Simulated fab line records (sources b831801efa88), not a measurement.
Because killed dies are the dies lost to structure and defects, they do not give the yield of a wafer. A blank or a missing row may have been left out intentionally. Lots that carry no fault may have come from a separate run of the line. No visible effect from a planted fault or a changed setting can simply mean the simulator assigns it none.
Struck lot and sound lot, side by side | flow gf180mcu | 19 steps out of a route of 602
Sound: the wafers L727.2, L727.5, L727.6. Struck: wafer L735.2 (left out: L735.5, L735.6 of the same lot, which were not struck); the cause appears at the end.
Per side, at each step with rows, come the tool, then ch with its chambers, and then its first start. Under that, the readings that differ: sound wafers | struck wafers | difference of the means | sigmas: that difference in standard deviations of wafers without a fault.
alike: same words and numbers on both sides, and readings whose means sit less than 2 such deviations apart. not compared: any withheld reading, any reading some wafer has no value for, any bound like >300 that may hide the same value, and any number with overlapping values for which the record gives no deviation.
Wherever a step has rows on one side only, a row that says differs or no value, or a row with sigmas, the two part there. Non-overlapping numbers with no deviation appear without sigmas and do not part them. Lack of a reading on every wafer of one side parts them only where that side has two or more wafers.

first, 1 step without rows for these wafers: GF_CONTACT_CVD_00 (deposits SiO2, target thk 300 nm, time 50 s).
GF_CONTACT_THK_MEAS_01:
  struck on film-metro-04, day 20 01:46; sound on film-metro-04, day 16 20:33
  alike: CONTACT_CVD_00_THK
GF_CONTACT_CVD_02: deposits SiO2 from TEOS, target thk 860 nm, time 95.992 s.
  sound on pecvd-03 ch 0,2, day 16 20:36; struck on pecvd-02 ch 0, day 20 01:49
  alike: heater-power-outer-w, heater-power-w
  not compared: since-wet-clean-h
GF_CONTACT_THK_MEAS_03:
  struck on film-metro-02, day 20 01:56; sound on film-metro-03, day 16 20:41
  reading                 | sound       | struck | difference | sigmas
  CONTACT_CVD_02_THK (nm) | 856 877 896 | 835    | -41        | -3
GF_CONTACT_CMP_04: polishes SiO2.
  sound on cmp-02 ch 1,2,3, day 16 20:50; struck on cmp-02 ch 1, day 20 01:59
  reading                | sound       | struck | difference | sigmas
  time-to-endpoint-s (s) | 118 119 131 | 102    | -21        | -3
  alike: motor-current-A, retaining-ring-pressure-frac
GF_CONTACT_BOW_MEAS_05:
  struck on film-metro-04, day 20 02:18; sound on film-metro-04, day 16 21:03
  alike: CONTACT_BOW
then, 6 steps without rows for these wafers: GF_CONTACT_DEHYDRATE_06 (time 60 s); GF_CONTACT_HMDS_07 (prime time 60 s); GF_CONTACT_COAT_08; GF_CONTACT_COAT_09 (resist thk 1000 nm); GF_CONTACT_SOFTBAKE_10 (time 60 s); GF_CONTACT_EXPOSE_11 (exposes mask Contact, target cd 220 nm).
GF_CONTACT_PEB_12: peb time 90 s.
  sound on litho-track-01 ch 0, day 17 19:22; struck on litho-track-01 ch 0, day 21 02:22
  reading                  | sound             | struck | difference | sigmas
  heater-power-total-W (W) | 85.59 85.76 85.82 | 88.53  | +2.81      | +32
  alike: chill-plate-temp-C
then, 1 step without rows for these wafers: GF_CONTACT_DEVELOP_13 (develop time 60 s).
GF_CONTACT_CD_MEAS_14 targets a cd of 220 nm.
  struck on cd-sem-01, day 21 02:42; sound on cd-sem-02, day 17 19:42
  reading    | sound             | struck | difference | sigmas
  cd-nm (nm) | 219.2 219.8 219.2 | 215.9  | -3.5       | -2
GF_CONTACT_OVL_MEAS_15:
  struck on overlay-02, day 21 02:48; sound on overlay-02, day 17 19:48
  alike: CONTACT_OVL
GF_CONTACT_ETCH_16: etches BARC in N2/H2.
  sound on rie-diel-01 ch 2,3, day 17 19:50; struck on rie-diel-02 ch 2, day 21 02:50
  reading                  | sound                | struck | difference | sigmas
  throttle-valve-pct (%)   | 13.217 13.204 13.224 | 13.236 | +0.021     | +2
  model.CONTACT.cd-nm (nm) | 220.5 220.3 219.7    | 216.1  | -4.1       |
  alike: drypump-motor-current-A, oes-product-au
GF_CONTACT_ETCH_17: etches SiO2 in C4F8/O2/Ar, stops on CoSi2, target depth 860 nm.
  sound on rie-diel-01 ch 2,3; struck on rie-diel-02 ch 2
  alike: oes-product-au
GF_PASSIVATION_PROBE_99:
  sound wafers here have rows in the record (prober-01, day 30 10:53); struck ones have none

== WHERE THEY PART ==
Last at GF_PASSIVATION_PROBE_99 as far as this record goes, first at GF_CONTACT_THK_MEAS_03.

WHY: what the simulator had put in
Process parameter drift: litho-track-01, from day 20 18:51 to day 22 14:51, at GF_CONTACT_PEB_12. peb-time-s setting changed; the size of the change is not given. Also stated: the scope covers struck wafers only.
